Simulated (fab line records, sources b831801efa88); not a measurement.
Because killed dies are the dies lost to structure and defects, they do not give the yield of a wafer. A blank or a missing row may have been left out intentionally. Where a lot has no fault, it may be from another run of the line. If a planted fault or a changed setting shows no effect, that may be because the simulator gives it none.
Which of the tools did it?	flow gf180mcu	Sampling: 11 lots, 33 wafers, 5 of 602 route steps

WHAT THE GAUGES SHOWED, per wafer
GF_V3_RS_MEAS_24: the measuring method here is four-point-probe.
lot	measured	on	V3_W_RS (ohm/sq)
L699	day 22 10:54	film_metro-04	0.335 0.331 0.333
L700	day 23 03:01	film_metro-03	0.326 0.327 0.327
L701	day 23 15:06	film_metro-03	0.328 0.325 0.330
L702	day 23 20:49	film_metro-02	0.331 0.329 0.320
L704	day 24 16:06	film_metro-02	0.329 0.325 0.326
L707	day 26 11:30	film_metro-03	0.329 0.333 0.328
L712	day 27 11:58	film_metro-02	0.320 0.333 0.324
L717	day 28 16:30	film_metro-02	0.326 0.335 0.334
L718	day 28 23:14	film_metro-03	0.330 0.330 0.328
L720	day 29 14:37	film_metro-02	0.329 0.329 0.325
L721	day 29 19:26	film_metro-03	0.327 0.333 0.338

GF_M4_THK_MEAS_06: measures by xrf.
lot	measured	on	M4_ALCU_THK (nm)
L699	day 22 11:43	film_metro-02	453 447 453
L700	day 23 03:50	film_metro-04	439 443 437
L701	day 23 15:55	film_metro-02	470 462 463
L702	day 23 21:38	film_metro-01	452 454 458
L704	day 24 16:54	film_metro-02	448 452 454
L707	day 26 12:20	film_metro-01	451 450 446
L712	day 27 12:47	film_metro-01	466 459 460
L717	day 28 17:19	film_metro-02	460 459 457
L718	day 29 00:03	film_metro-01	456 458 448
L720	day 29 15:25	film_metro-04	453 455 447
L721	day 29 20:14	film_metro-02	451 448 463

GF_V4_THK_MEAS_03.
lot	measured	on	V4_CVD_02_THK (nm)
L699	day 23 11:29	film_metro-04	855 848 867
L700	day 24 03:25	film_metro-01	851 854 852
L701	day 24 15:31	film_metro-03	839 823 833
L702	day 24 20:55	film_metro-03	825 849 844
L704	day 25 15:23	film_metro-03	836 846 863
L707	day 27 09:17	film_metro-01	845 831 854
L712	day 28 09:33	film_metro-03	804 873 869
L717	day 29 12:38	film_metro-01	797 874 818
L718	day 29 19:52	film_metro-03	836 852 856
L720	day 30 10:16	film_metro-04	837 854 854
L721	day 30 14:47	film_metro-03	834 847 837

EACH LOT AND THE TOOL THAT RAN IT (in order: tool; ch and the chambers of the sampled wafers; start)
lot	GF_V3_CVD_23	GF_V4_CVD_02
L699	cvd_w-02 ch 0,1, day 22 10:47	pecvd-02 ch 0,1,2, day 23 11:25
L700	cvd_w-02 ch 1, day 23 02:54	pecvd-03 ch 0,2, day 24 03:21
L701	cvd_w-02 ch 0, day 23 14:59	pecvd-03 ch 1,2, day 24 15:27
L702	cvd_w-01 ch 0,1, day 23 20:41	pecvd-02 ch 0,1,2, day 24 20:50
L704	cvd_w-02 ch 0,1, day 24 15:59	pecvd-03 ch 0,1, day 25 15:17
L707	cvd_w-02 ch 0,1, day 26 11:23	pecvd-01 ch 1,2, day 27 09:13
L712	cvd_w-01 ch 0,1, day 27 11:50	pecvd-01 ch 0,1,2, day 28 09:28
L717	cvd_w-02 ch 0,1, day 28 16:23	pecvd-01 ch 0,2, day 29 12:34
L718	cvd_w-02 ch 1, day 28 23:05	pecvd-03 ch 0,1,2, day 29 19:48
L720	cvd_w-01 ch 0,1, day 29 14:28	pecvd-02 ch 0,1,2, day 30 10:11
L721	cvd_w-02 ch 0,1, day 29 19:19	pecvd-03 ch 1,2, day 30 14:42
- GF_V3_CVD_23: deposits W, target thk 350 nm, time 104.9 s.
- GF_V4_CVD_02: deposits SiO2 from TEOS, target thk 850 nm, time 94.851 s.

AS READ BY THE TOOLS THEMSELVES (means over the sampled wafers that have a number; for cases with no such wafer, the mark the record gives instead)
GF_V3_CVD_23.
lot	tool	heater_power_w (W)	susceptor_temp_C (C)
L699	cvd_w-02	913	400.21
L700	cvd_w-02	875	399.81
L701	cvd_w-02	935	400.01
L702	cvd_w-01	831	399.91
L704	cvd_w-02	913	399.96
L707	cvd_w-02	918	400.07
L712	cvd_w-01	871	400.19
L717	cvd_w-02	906	399.95
L718	cvd_w-02	890	400.19
L720	cvd_w-01	829	399.80
L721	cvd_w-02	913	399.93

GF_V4_CVD_02.
lot	tool	heater_power_w (W)	rf_fwd_power_W (W)	susceptor_temp_C (C)
L699	pecvd-02	583	595.2	400.05
L700	pecvd-03	646	598.6	399.86
L701	pecvd-03	644	596.5	399.79
L702	pecvd-02	631	595.9	399.98
L704	pecvd-03	586	596.4	399.90
L707	pecvd-01	660	597.9	399.86
L712	pecvd-01	732	564.2	399.78
L717	pecvd-01	746	531.3	400.04
L718	pecvd-03	667	598.1	400.17
L720	pecvd-02	633	598.2	400.14
L721	pecvd-03	630	598.1	400.29

THE ANSWER, worked out from the rows above alone
Rule: the lots themselves supply what counts as usual. Put in order of their means at a reading, lots are off if they are a third of the lots or fewer, leave a main group of 4 or more, and stand apart from it by a gap of 3 or more times the standard deviation of the main group's means; of several such gaps the widest counts. The tables above print the reading to a certain number of digits; a main group whose means all agree to those digits is not used. Also off: a lot with no number at a reading for which 4 or more lots have one. The other lots that the step has rows for count as sound. After the gauges, taken in route order, come the tools' own readings; for these a lot's mean is taken, as printed above. The first step at which some lot is off is used, and at that step the reading that is off furthest; a lot without a number counts as furthest.
Off, at GF_V4_CVD_02 on rf_fwd_power_W: L712, L717. The main group has a mean of 597.2 W with a standard deviation of 1.1.
A tool fits if, at that step or a process step before it, it ran every lot that is off, and no sound lot after the first of them. One fits: pecvd-01 at GF_V4_CVD_02. Its last sound lot is L707 (day 27 09:13), its first lot that is off L712 (day 28 09:28): a fault that began between those two fits.
On the lots that are off, the tool's own readings at GF_V4_CVD_02 differ by more than 5 times the standard deviation of the sound lots' means, which bears it out; rf_fwd_power_W reads 547.8 W there versus 597.2 W on the sound lots.

WHAT THE SIMULATOR HAD INSERTED
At GF_V4_CVD_02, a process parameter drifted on pecvd-01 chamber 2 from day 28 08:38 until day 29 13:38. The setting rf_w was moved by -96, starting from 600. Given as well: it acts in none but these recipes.
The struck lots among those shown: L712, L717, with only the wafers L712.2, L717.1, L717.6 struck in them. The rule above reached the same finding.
